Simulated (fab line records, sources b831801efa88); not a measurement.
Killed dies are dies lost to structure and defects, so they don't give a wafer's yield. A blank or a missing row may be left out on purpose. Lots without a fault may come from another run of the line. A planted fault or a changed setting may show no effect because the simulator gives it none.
fab line records | flow sfq_line
record lots=15 wafers=45 last_day=84
route steps=325 shown I3@146 M4@159 I4@163
lots that met no fault: from a run of the same line without faults
start_h: hours from the record's first day to the start of the lot's first wafer shown | wait_h: hours since the lot's step before | " the same as in the row above | L1.1+2: a row that stands for several wafers | - no value, or no start given | * or withheld: withheld | < > ~ a bound
route shown NAME@n: a module of which the file shows steps, and the number in the route of the first | usual: mean/standard deviation of fault-free wafers | same: alike in all rows | chamber/n: place in a boat | sites: the reading at each site | _std_site: their standard deviation | _edge_site: outer sites' mean less inner sites' | radius_mm: how far each site lies from the wafer's centre | mask NAME#n: copy n | behind: the tool/chamber that last shaped the wafer | hold: why the lot was held/for how many hours/how that ended | device: the transistor (n, p or np) that didn't switch | end of line: the same wafers' tests at the end of the route | a step without rows: its recipe alone | killed: dies lost to structure and defects at the first sort, not the wafer's yield | map: a wafer's dies, x killed, . not, _ none there
set.NAME: the setting as run; set.NAME@STEP: as run at that earlier step | model.NAME: the simulator's own value behind a step, which no gauge read
steps of the route over a sample of lots; a table a step, a row a wafer
services: from which hour (start_h, from the record's first day; less than 0 if before it) a tool's chamber was out of use, for how many hours, and why
## steps
# step SFQ_TRILAYER_I3_VIA_STRIP_STRIP_089
# recipe gas=O2 power_w=200 platen_temp_c=40 overash_fraction=0.65 chemistry=O2 pressure_mtorr=50
# usual drypump_motor_current_A=5.67/0.29 oes_product_au=1.003/0.007
# columns lot.wafer tool chamber start_h wait_h drypump_motor_current_A oes_product_au rf_hours_counter_h
L613.2 rie_metal-03 0 696.39 - 5.51 1.002 40
L613.5 " 1 " " 5.29 0.999 -
L613.6 " 0 " " 5.50 1.007 -
L615.1 rie_metal-04 0 715.59 - 6.10 1.007 122
L615.2 " 1 " " 5.68 0.993 87
L615.5 " 0 " " 6.13 0.995 -
L617.4 rie_metal-01 0 734.99 - 5.90 1.013 -
L617.5 " 1 " " 5.48 0.993 -
L617.6 " 0 " " 5.89 1.007 -
L619.3 rie_metal-03 1 757.44 - 5.26 1.000 -
L619.5 " 0 " " 5.50 0.997 -
L619.6 " 1 " " 5.32 1.003 -
L620.1 rie_metal-04 1 776.99 - 5.65 0.999 99
L620.2 " 0 " " 6.14 0.999 134
L620.5 " 0 " " 6.14 1.000 -
L621.2 rie_metal-03 0 792.59 - 5.53 1.006 58
L621.3 " 1 " " 5.25 1.014 -
L621.6 " 1 " " 5.26 1.020 -
L622.3 rie_metal-04 0 829.99 - 6.14 1.005 -
L622.5 " 1 " " 5.68 1.006 -
L622.6 " 0 " " 6.13 1.010 -
L623.2 rie_metal-04 1 838.19 - 5.62 0.997 112
L623.5 " 1 " " 5.67 1.012 -
L623.6 " 0 " " 6.14 1.006 -
L628.3 rie_metal-01 1 908.30 - 5.47 1.011 -
L628.4 " 0 " " 5.90 1.009 -
L628.6 " 1 " " 5.48 1.017 -
L629.1 rie_metal-01 1 916.60 - 5.50 0.996 74
L629.3 " 0 " " 5.93 0.996 -
L629.5 " 0 " " 5.91 0.990 -
L630.2 rie_metal-03 0 931.55 - 5.50 0.999 83
L630.4 " 0 " " 5.52 0.989 -
L630.6 " 1 " " 5.30 1.011 -
L631.3 rie_metal-03 0 943.75 - 5.50 1.000 -
L631.4 " 1 " " 5.24 1.003 -
L631.6 " 1 " " 5.24 1.001 -
L633.1 rie_metal-04 0 957.95 - 6.10 1.009 167
L633.5 " 1 " " 5.68 0.994 -
L633.6 " 0 " " 6.14 1.003 -
L634.2 rie_metal-04 0 960.35 - 6.09 1.022 167
L634.4 " 1 " " 5.67 1.010 -
L634.5 " 1 " " 5.62 0.997 -
L635.2 rie_metal-01 1 966.35 - 5.47 1.006 83
L635.3 " 0 " " 5.91 1.009 -
L635.5 " 1 " " 5.47 1.003 -
# step SFQ_TRILAYER_M4_BARC_OPEN_METAL_ETCH_123
# recipe mask_material=PR chemistry=O2 target_depth_nm=125 target=BARC icp_w=600 bias_w=80 pressure_mtorr=10 time_s=41.7
# usual bias_w=80.03/0.24 chamber_pressure_mTorr=10.000/0.0087 drypump_motor_current_A=5.5/0.48 oes_product_au=0.685/0.005
# columns lot.wafer tool chamber start_h wait_h bias_w chamber_pressure_mTorr drypump_motor_current_A oes_product_au rf_hours_counter_h
L613.2 rie_metal-01 0 747.94 0.0 80.00 10.001 5.9 0.693 79
L613.5 " 0 " " 80.04 10.013 5.9 0.690 -
L613.6 " 1 " " 79.86 10.006 5.5 0.681 -
L615.1 rie_metal-02 1 771.29 0.0 79.80 10.007 5.4 0.688 79
L615.2 " 0 " " 79.81 10.003 4.7 0.687 88
L615.5 " 0 " " 79.91 9.999 4.7 0.688 -
L617.4 rie_metal-04 0 796.06 0.0 79.80 10.004 6.1 0.683 -
L617.5 " 0 " " 79.68 10.010 6.1 0.684 -
L617.6 " 1 " " 79.52 10.005 5.7 0.696 -
L619.3 rie_metal-02 1 817.66 0.0 80.07 10.009 5.4 0.692 -
L619.5 " 1 " " 79.76 9.993 5.4 0.683 -
L619.6 " 0 " " 80.13 9.997 4.7 0.694 -
L620.1 rie_metal-04 0 834.44 0.0 - - - - -
L620.2 " 1 " " - - - - -
L620.5 " 0 " " - - - - -
L621.2 rie_metal-02 1 857.24 0.0 - - - - -
L621.3 " 0 " " - - - - -
L621.6 " 0 " " - - - - -
L622.3 rie_metal-04 1 923.22 0.0 - - - - -
L622.5 " 0 " " - - - - -
L622.6 " 1 " " - - - - -
L623.2 rie_metal-02 0 932.60 0.0 79.76 9.993 4.7 0.689 115
L623.5 " 1 " " 79.88 9.990 5.4 0.696 -
L623.6 " 0 " " 80.19 10.000 4.7 0.680 -
L628.3 rie_metal-01 1 1028.62 0.0 80.05 10.012 5.5 0.689 -
L628.4 " 0 " " 80.11 9.995 5.9 0.691 -
L628.6 " 0 " " 80.21 10.001 5.9 0.675 -
L629.1 rie_metal-02 1 1041.92 0.0 80.04 9.981 5.4 0.683 124
L629.3 " 0 " " 80.05 10.007 4.7 0.681 -
L629.5 " 1 " " 80.24 9.992 5.4 0.689 -
L630.2 rie_metal-04 1 1058.18 0.0 79.83 9.998 5.6 0.679 -
L630.4 " 1 " " 79.83 9.996 5.6 0.680 -
L630.6 " 1 " " 80.20 9.982 5.7 0.679 -
L631.3 rie_metal-02 1 1070.18 0.0 80.50 10.003 5.4 0.677 -
L631.4 " 0 " " 80.12 10.007 4.7 0.684 -
L631.6 " 0 " " 80.22 10.002 4.7 0.688 -
L633.1 rie_metal-01 1 1092.11 0.0 80.08 9.999 5.5 0.679 100
L633.5 " 1 " " 80.15 9.998 5.5 0.680 -
L633.6 " 0 " " 80.01 9.997 5.9 0.684 -
L634.2 rie_metal-02 0 1095.71 0.0 80.46 9.988 4.7 0.684 140
L634.4 " 1 " " 80.10 10.000 5.4 0.688 -
L634.5 " 1 " " 80.11 9.994 5.4 0.684 -
L635.2 rie_metal-01 1 1104.86 0.0 80.08 9.997 5.5 0.678 103
L635.3 " 0 " " 80.04 9.998 5.9 0.687 -
L635.5 " 1 " " 80.02 9.998 5.5 0.687 -
# step SFQ_TRILAYER_M4_ETCH_METAL_ETCH_096
# recipe target=Nb stop_on=SiO2 mask_material=PR chemistry=Cl2/Ar target_depth_nm=240 icp_w=600 bias_w=80 pressure_mtorr=10 time_s=120
# usual bias_w=79.97/0.23 chamber_pressure_mTorr=10.001/0.0089 drypump_motor_current_A=5.5/0.48 oes_product_au=0.894/0.006
# columns lot.wafer tool chamber start_h wait_h bias_w chamber_pressure_mTorr drypump_motor_current_A oes_product_au rf_hours_counter_h
L613.2 rie_metal-01 0 748.00 0.0 79.74 9.992 5.9 0.896 79
L613.5 " 0 " " 79.98 10.010 5.9 0.899 -
L613.6 " 1 " " 79.58 9.995 5.5 0.897 -
L615.1 rie_metal-02 1 771.35 0.0 80.01 9.996 5.4 0.880 79
L615.2 " 0 " " 79.71 10.010 4.7 0.892 88
L615.5 " 0 " " 80.19 10.005 4.7 0.894 -
L617.4 rie_metal-04 0 796.14 0.1 80.05 9.995 6.1 0.892 -
L617.5 " 0 " " 80.00 10.009 6.1 0.885 -
L617.6 " 1 " " 80.10 9.997 5.7 0.894 -
L619.3 rie_metal-02 1 817.74 0.1 80.36 10.009 5.4 0.897 -
L619.5 " 1 " " 80.28 10.002 5.4 0.900 -
L619.6 " 0 " " 79.56 10.007 4.7 0.900 -
L620.1 rie_metal-04 0 834.50 0.0 80.11 10.004 6.2 0.385 146
L620.2 " 1 " " 79.85 10.004 5.7 0.371 111
L620.5 " 0 " " 79.87 9.991 6.1 0.373 -
L621.2 rie_metal-02 1 857.30 0.0 79.91 9.998 5.4 0.368 95
L621.3 " 0 " " 79.93 9.998 4.7 0.381 -
L621.6 " 0 " " 79.81 10.004 4.7 0.382 -
L622.3 rie_metal-04 1 923.30 0.1 79.82 9.996 5.7 0.370 -
L622.5 " 0 " " 79.94 10.005 6.1 0.371 -
L622.6 " 1 " " 79.95 10.001 5.7 0.371 -
L623.2 rie_metal-02 0 932.66 0.0 79.99 9.998 4.7 0.898 115
L623.5 " 1 " " 79.76 10.007 5.4 0.894 -
L623.6 " 0 " " 80.05 9.992 4.7 0.895 -
L628.3 rie_metal-01 1 1028.70 0.1 79.97 10.013 5.5 0.901 -
L628.4 " 0 " " 79.66 9.997 5.9 0.900 -
L628.6 " 0 " " 80.03 10.003 5.9 0.905 -
L629.1 rie_metal-02 1 1041.98 0.0 80.22 10.006 5.4 0.891 124
L629.3 " 0 " " 79.84 9.988 4.7 0.905 -
L629.5 " 1 " " 79.98 10.005 5.4 0.883 -
L630.2 rie_metal-04 1 1058.32 0.1 80.10 10.015 5.7 0.902 -
L630.4 " 1 " " 80.22 10.012 5.6 0.898 -
L630.6 " 1 " " 80.20 10.008 5.7 0.896 -
L631.3 rie_metal-02 1 1070.26 0.1 80.12 9.997 5.4 0.892 -
L631.4 " 0 " " 79.97 9.999 4.7 0.906 -
L631.6 " 0 " " 79.85 9.990 4.7 0.894 -
L633.1 rie_metal-01 1 1092.17 0.0 80.20 9.999 5.5 0.904 100
L633.5 " 1 " " 80.19 9.991 5.5 0.892 -
L633.6 " 0 " " 79.72 10.002 5.9 0.892 -
L634.2 rie_metal-02 0 1095.77 0.0 79.39 10.004 4.7 0.887 140
L634.4 " 1 " " 79.86 9.993 5.4 0.890 -
L634.5 " 1 " " 80.02 10.000 5.4 0.893 -
L635.2 rie_metal-01 1 1104.92 0.0 79.60 10.027 5.5 0.890 103
L635.3 " 0 " " 79.90 10.001 5.9 0.891 -
L635.5 " 1 " " 79.72 9.999 5.5 0.885 -
# step SFQ_TRILAYER_I4_DEP_PECVD_099
# recipe material=SiO2 temp_c=150 time_s=111.11 pressure_torr=2.4 rf_w=183.3 precursor=SiH4/N2O target_thk_nm=500
# usual heater_power_w=97/22 throttle_valve_pct=25.7/1.8
# columns lot.wafer tool chamber start_h wait_h heater_power_w throttle_valve_pct
L613.2 pecvd-03 1 748.90 0.0 74 26.1
L613.5 " 1 " " 77 26.1
L613.6 " 2 " " 67 29.5
L615.1 pecvd-03 1 772.25 0.0 69 26.2
L615.2 " 0 " " 137 26.7
L615.5 " 2 " " 67 29.0
L617.4 pecvd-03 2 797.21 0.0 76 29.0
L617.5 " 1 " " 74 26.2
L617.6 " 0 " " 132 26.7
L619.3 pecvd-02 2 818.60 0.0 87 25.9
L619.5 " 2 " " 93 26.0
L619.6 " 0 " " 118 25.9
L620.1 pecvd-03 0 835.40 0.0 136 26.5
L620.2 " 1 " " 80 26.2
L620.5 " 2 " " 82 29.1
L621.2 pecvd-04 1 858.20 0.0 107 25.1
L621.3 " 2 " " 74 22.5
L621.6 " 1 " " 109 25.0
L622.3 pecvd-03 2 924.16 0.0 79 29.3
L622.5 " 0 " " 130 26.6
L622.6 " 1 " " 79 26.1
L623.2 pecvd-02 2 933.56 0.0 98 26.0
L623.5 " 1 " " 122 27.5
L623.6 " 0 " " 117 26.2
L628.3 pecvd-04 0 1029.57 0.0 79 24.1
L628.4 " 1 " " 111 25.7
L628.6 " 2 " " 75 22.6
L629.1 pecvd-03 1 1042.88 0.0 68 24.0
L629.3 " 2 " " 87 25.4
L629.5 " 1 " " 70 24.1
L630.2 pecvd-04 0 1059.91 0.0 69 24.2
L630.4 " 2 " " 68 22.6
L630.6 " 1 " " 97 25.8
L631.3 pecvd-04 0 1071.12 0.0 70 24.4
L631.4 " 2 " " 76 22.8
L631.6 " 0 " " 76 24.1
L633.1 pecvd-02 0 1093.07 0.0 131 26.3
L633.5 " 1 " " 120 27.7
L633.6 " 2 " " 87 26.0
L634.2 pecvd-02 0 1096.68 0.0 117 26.0
L634.4 " 1 " " 111 27.6
L634.5 " 2 " " 97 26.0
L635.2 pecvd-04 2 1105.82 0.0 83 22.8
L635.3 " 0 " " 68 24.0
L635.5 " 2 " " 83 23.0
# step SFQ_TRILAYER_I4_CMP_CMP_100
# recipe material=SiO2 down_force_psi=3 platen_rpm=60 pad_velocity_m_s=0.94248
# usual motor_current_A=10.3/1.1 retaining_ring_pressure_frac=1.000/0.0054 time_to_endpoint_s=216/6.7
# columns lot.wafer tool chamber start_h wait_h motor_current_A retaining_ring_pressure_frac time_to_endpoint_s
L613.2 cmp-01 1 771.29 22.4 9.7 0.981 208
L613.5 " 3 772.29 23.3 10.0 1.002 220
L613.6 " 0 " " 12.0 0.995 227
L615.2 cmp-01 2 797.79 25.5 8.6 0.992 207
L615.1 " 0 798.79 26.5 11.9 0.997 216
L615.5 " 2 799.79 27.5 8.5 0.993 212
L617.4 cmp-01 1 819.59 22.3 9.6 1.001 213
L617.5 " 1 821.59 24.3 9.7 1.001 207
L617.6 " 2 " " 8.7 0.996 209
L619.3 cmp-02 2 845.47 26.8 11.5 0.998 219
L619.5 " 0 846.47 27.8 10.4 1.002 229
L619.6 " 1 " " 11.3 1.003 223
L620.1 cmp-01 0 857.37 21.9 12.0 1.007 201
L620.2 " 1 " " 9.9 1.007 209
L620.5 " 1 859.87 24.4 9.4 1.005 206
L621.3 cmp-02 1 883.97 25.7 10.2 0.992 212
L621.2 " 3 884.97 26.7 10.7 1.005 217
L621.6 " 1 885.97 27.7 10.4 0.998 216
L622.3 cmp-01 3 937.06 12.9 10.3 1.004 210
L622.5 " 1 938.06 13.8 9.3 1.002 223
L622.6 " 2 " " 8.3 0.994 215
L623.2 cmp-01 1 945.56 12.0 8.9 1.002 209
L623.5 " 0 947.06 13.4 12.2 0.994 221
L623.6 " 1 " " 9.0 0.994 220
L628.4 cmp-02 3 1037.91 8.3 10.4 0.998 212
L628.3 " 2 1039.41 9.8 11.2 0.996 215
L628.6 " 3 " " 10.6 0.999 215
L629.1 cmp-02 1 1053.91 11.0 10.9 1.014 221
L629.3 " 2 " " 12.4 1.002 215
L629.5 " 3 " " 10.9 0.999 221
L630.4 cmp-01 3 1067.39 7.4 9.6 1.004 209
L630.2 " 0 " " 12.3 0.998 220
L630.6 " 3 1069.39 9.4 9.7 0.998 215
L631.4 cmp-02 2 1071.70 0.5 10.7 1.001 211
L631.3 " 0 1072.70 1.5 10.1 0.992 216
L631.6 " 2 1073.70 2.5 10.7 0.999 216
L633.1 cmp-01 2 1104.60 11.5 8.7 0.997 206
L633.6 " 2 1106.60 13.5 8.3 0.999 214
L633.5 " 3 " " 10.4 1.004 213
L634.4 cmp-02 1 1111.55 14.8 10.8 1.010 218
L634.2 " 2 " " 11.7 1.011 214
L634.5 " 1 1113.55 16.8 11.0 1.003 215
L635.2 cmp-02 0 1124.05 18.2 11.2 0.999 219
L635.3 " 1 " " 10.6 0.990 221
L635.5 " 3 1125.55 19.6 10.4 1.008 215
# step SFQ_TRILAYER_I4_VIA_LITHO_EXPOSE_104
# recipe mask_id=I4 na=0.6 source_shape=conventional sigma_outer=0.65 target_cd_nm=700 dose_mj=21.3
# usual exposure_dose_mJ_cm2=21.302/0.023 focus_offset_nm=-0.1/0.57
# columns lot.wafer tool chamber start_h wait_h mask exposure_dose_mJ_cm2 focus_offset_nm
L613.2 krf_scanner-02 0 862.48 - I4#0 21.314 0.0
L613.5 " 0 " " I4#0 21.333 -0.4
L613.6 " 0 " " I4#0 21.292 0.5
L615.1 krf_scanner-02 0 882.22 - I4#0 21.284 -0.5
L615.2 " 0 " " I4#0 21.305 0.2
L615.5 " 0 " " I4#0 21.261 0.0
L617.4 krf_scanner-02 0 896.02 - I4#0 21.278 0.2
L617.5 " 0 " " I4#0 21.279 -0.2
L617.6 " 0 " " I4#0 21.288 0.0
L619.3 krf_scanner-02 0 907.20 - I4#0 21.307 -1.0
L619.5 " 0 " " I4#0 21.303 -0.2
L619.6 " 0 " " I4#0 21.325 -0.3
L620.1 krf_scanner-02 - 915.20 - I4#0 - -
L620.2 " - " " I4#0 - -
L620.5 " - " " I4#0 - -
L621.2 krf_scanner-02 - 937.75 - I4#0 - -
L621.3 " - " " I4#0 - -
L621.6 " - " " I4#0 - -
L622.3 krf_scanner-02 - 966.75 - I4#0 - -
L622.5 " - " " I4#0 - -
L622.6 " - " " I4#0 - -
L623.2 krf_scanner-02 0 972.55 - I4#0 21.328 0.2
L623.5 " 0 " " I4#0 21.311 -0.4
L623.6 " 0 " " I4#0 21.301 0.7
L628.3 krf_scanner-01 0 1043.51 - I4#0 21.269 -0.6
L628.4 " 0 " " I4#0 21.253 -0.8
L628.6 " 0 " " I4#0 21.269 -0.4
L629.1 krf_scanner-01 0 1188.65 - I4#0 21.321 -0.6
L629.3 " 0 " " I4#0 21.308 0.2
L629.5 " 0 " " I4#0 21.311 -0.1
L630.2 krf_scanner-01 0 1203.25 - I4#0 21.321 1.0
L630.4 " 0 " " I4#0 21.316 0.5
L630.6 " 0 " " I4#0 21.310 0.2
L631.3 krf_scanner-01 0 1207.05 - I4#0 21.288 -0.1
L631.4 " 0 " " I4#0 21.320 -1.2
L631.6 " 0 " " I4#0 21.278 0.2
L633.1 krf_scanner-01 0 1237.02 - I4#0 21.270 0.3
L633.5 " 0 " " I4#0 21.302 1.5
L633.6 " 0 " " I4#0 21.275 0.5
L634.2 krf_scanner-01 0 1246.82 - I4#0 21.324 0.0
L634.4 " 0 " " I4#0 21.309 0.2
L634.5 " 0 " " I4#0 21.313 0.5
L635.2 krf_scanner-02 0 1261.35 - I4#0 21.282 -0.5
L635.3 " 0 " " I4#0 21.327 0.2
L635.5 " 0 " " I4#0 21.296 -1.1
## services
# columns tool chamber start_h hours kind
rie_metal-01 - 709.48 1.7 repair
rie_metal-02 - 713.91 0.3 repair
krf_scanner-02 - 714.48 0.8 pm
rie_metal-02 0 716.19 27.8 repair
krf_scanner-02 - 758.43 0.8 pm
rie_metal-01 - 811.57 1.6 repair
rie_metal-01 1 830.08 12.6 repair
krf_scanner-02 - 831.18 1.3 pm
krf_scanner-02 - 839.68 1.0 pm
krf_scanner-02 - 872.37 1.4 repair
rie_metal-02 - 883.65 1.2 repair
krf_scanner-02 - 927.20 0.8 pm
krf_scanner-02 - 930.35 7.2 pm
rie_metal-01 1 970.67 9.8 repair
rie_metal-02 1 1002.11 15.7 repair
krf_scanner-02 - 1007.01 1.3 pm
krf_scanner-02 - 1009.51 1.0 pm
rie_metal-02 0 1011.13 20.4 repair
rie_metal-04 - 1020.17 1.4 repair
krf_scanner-02 - 1048.79 3.0 pm
krf_scanner-02 - 1052.99 4.0 pm
rie_metal-04 0 1137.44 3.5 repair
rie_metal-02 1 1181.51 7.3 repair
rie_metal-02 0 1205.91 9.3 repair
## key
first_sign step=SFQ_TRILAYER_M4_BARC_OPEN_METAL_ETCH_123 reading=tool_record direction=missing
effect step=SFQ_TRILAYER_M4_ETCH_METAL_ETCH_096 reading=oes_product_au direction=down sigmas=87 usual=0.894 struck=0.375
effect step=SFQ_TRILAYER_I4_VIA_LITHO_EXPOSE_104 reading=tool_record direction=missing
met_at SFQ_TRILAYER_M4_BARC_OPEN_METAL_ETCH_123
struck_lots L620,L621,L622
not_acting_at SFQ_TRILAYER_I3_VIA_STRIP_STRIP_089,SFQ_TRILAYER_I4_DEP_PECVD_099,SFQ_TRILAYER_I4_CMP_CMP_100
onset_between 817.66 834.44
fault kind=skipped_step_whole tool=rie_metal-02,rie_metal-04 chamber=- onset_h=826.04 steps=SFQ_TRILAYER_M4_BARC_OPEN_METAL_ETCH_123 scope=struck_lots_only
